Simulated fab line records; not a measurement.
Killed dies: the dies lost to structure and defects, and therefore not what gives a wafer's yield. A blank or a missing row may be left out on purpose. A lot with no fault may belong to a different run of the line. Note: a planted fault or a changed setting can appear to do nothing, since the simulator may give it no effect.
Matching of chambers -- flow gf180mcu -- GF_V5_CMP_04 on cmp-02: 4 sister chambers
The step polishes SiO2. 7 wafers are shown with their chamber, then 7 later ones without.

== WAFERS WITH THEIR CHAMBER ==
wafer,chamber,motor current A (A),platen rpm (rpm)
L634.2,2,12.1,60.13
L634.4,3,10.6,59.96
L634.5,2,11.7,60.03
L635.5,0,12.1,59.97
L635.6,1,11.1,59.96
L636.2,0,12.2,59.91
L636.3,1,10.8,59.99

== WAFERS MISSING THEIR CHAMBER ==
wafer,motor current A (A),platen rpm (rpm)
L636.6,12.0,59.93
L638.3,10.9,59.97
L638.4,9.7,60.04
L638.5,12.0,60.07
L644.1,10.7,59.96
L644.3,12.6,60.00
L644.5,11.5,60.03

== THE CHAMBER EACH PASSED THROUGH ==
wafer,from the rows above,in truth
L636.6,0,0
L638.3,can't be placed: 1 or 3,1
L638.4,can't be placed: 3 or 1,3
L638.5,2,2
L644.1,can't be placed: 3 or 1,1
L644.3,can't be placed: 0 or 2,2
L644.5,can't be placed: 2 or 1 or 0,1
Placed correctly: 2 of 7. Not placeable from these rows: 5 (in 5, the candidates include the true chamber). 0 placed wrongly.
How it was worked out, from the rows above alone: a wafer's distance from a chamber is the root of the sum, over the readings, of the square of ((its reading less the chamber's mean) divided by the reading's scatter). If the next closest chamber is less than 2 further off than the closest, the wafer can't be placed; otherwise it belongs to the closest. The mean given for a chamber averages the wafers shown for that chamber. How the scatter is found: for the shown wafers, subtract from each reading the mean of its chamber, square and add these, divide the total by (wafers less chambers), then take the root.
